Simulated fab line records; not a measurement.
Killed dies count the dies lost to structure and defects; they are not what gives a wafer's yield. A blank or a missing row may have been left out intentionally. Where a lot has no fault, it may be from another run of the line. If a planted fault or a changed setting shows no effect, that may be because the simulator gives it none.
Which of the tools did it?    flow sky130    Sampling: 13 lots, 38 wafers, 2 of 708 route steps

== WHAT THE GAUGES READ, wafer by wafer ==
SKY_SPACER_THK_MEAS_01. Usual: for SPACER_CVD_00_THK the level is 43.1 nm and the standard deviation is 0.46.
lot   measured      on             SPACER_CVD_00_THK (nm)  flag
L310  day 23 00:07  film metro-04  43.5 43.2 43.2          
L311  day 23 04:41  film metro-04  44.1 44.0 44.2          
L312  day 23 12:45  film metro-04  43.5 43.6 43.4          
L318  day 25 21:46  film metro-02  42.8 42.9 42.9          
L320  day 26 11:32  film metro-03  42.6 43.0               
L321  day 26 23:09  film metro-03  42.3 42.6 42.5          
L324  day 27 18:00  film metro-04  43.6 43.2 43.4          
L326  day 28 08:37  film metro-04  43.1 42.5 43.0          
L327  day 28 20:37  film metro-02  42.6 43.0 42.4          
L329  day 29 13:38  film metro-03  43.1 42.6 43.0          
L331  day 30 10:20  film metro-02  43.2 43.1 43.5          
L332  day 30 13:57  film metro-04  43.1 43.2 43.5          
L333  day 32 02:27  film metro-04  42.6 43.0 42.9          

SKY_SD_N_OVL_MEAS_08. Usual: for SD_N_OVL the level is -0.5 nm and the standard deviation is 1.6.
lot   measured      on          SD_N_OVL (nm)   flag
L310  day 27 21:02  overlay-01  -0.8 -1.0 0.9   
L311  day 28 02:33  overlay-02  0.5 0.1 0.4     
L312  day 28 09:07  overlay-02  1.6 2.3 0.4     
L318  day 30 16:34  overlay-02  -4.1 -3.5 -3.9  
L320  day 31 05:35  overlay-02  1.3 0.3         
L321  day 31 15:34  overlay-02  -1.7 -0.3 0.2   
L324  day 32 09:43  overlay-01  0.1 -2.2 0.4    
L326  day 32 22:01  overlay-01  -4.8 -4.4 -2.5  
L327  day 33 10:16  overlay-01  -0.7 -0.8 -1.8  
L329  day 34 01:39  overlay-01  -1.1 -2.0 -2.2  
L331  day 34 21:50  overlay-01  1.2 2.6 1.4     
L332  day 35 00:40  overlay-01  1.3 -1.5 0.6    
L333  day 36 12:37  overlay-02  1.3 1.8 1.6     

== TOOL THAT RAN EACH LOT (tool first, then ch and the chambers of the sampled wafers, then the start) ==
Before these readings, the record contains no process step.

== AS READ BY THE TOOLS THEMSELVES (means over the sampled wafers that have a number; for cases with no such wafer, the mark the record gives instead) ==
The record holds no such reading with a usual standard deviation.

== THE ANSWER, worked out from the rows above alone ==
Rule: take the mean of a lot's wafers that have a number; if it is more than 3 standard deviations from the usual mean, the lot is off. A lot without any number at a reading at which 4 lots or more have one is off too. Any other lot the step has rows for is counted as sound. Order of review: gauges by route order, followed by the tools' own readings, for which a lot's mean as printed above is used. The first step at which some lot is off is used, and at that step the reading that is off furthest; a lot without a number counts as furthest.
Across all readings shown, no lot is off: no conclusion can be drawn from this.

== WHAT THE SIMULATOR HAD INSERTED ==
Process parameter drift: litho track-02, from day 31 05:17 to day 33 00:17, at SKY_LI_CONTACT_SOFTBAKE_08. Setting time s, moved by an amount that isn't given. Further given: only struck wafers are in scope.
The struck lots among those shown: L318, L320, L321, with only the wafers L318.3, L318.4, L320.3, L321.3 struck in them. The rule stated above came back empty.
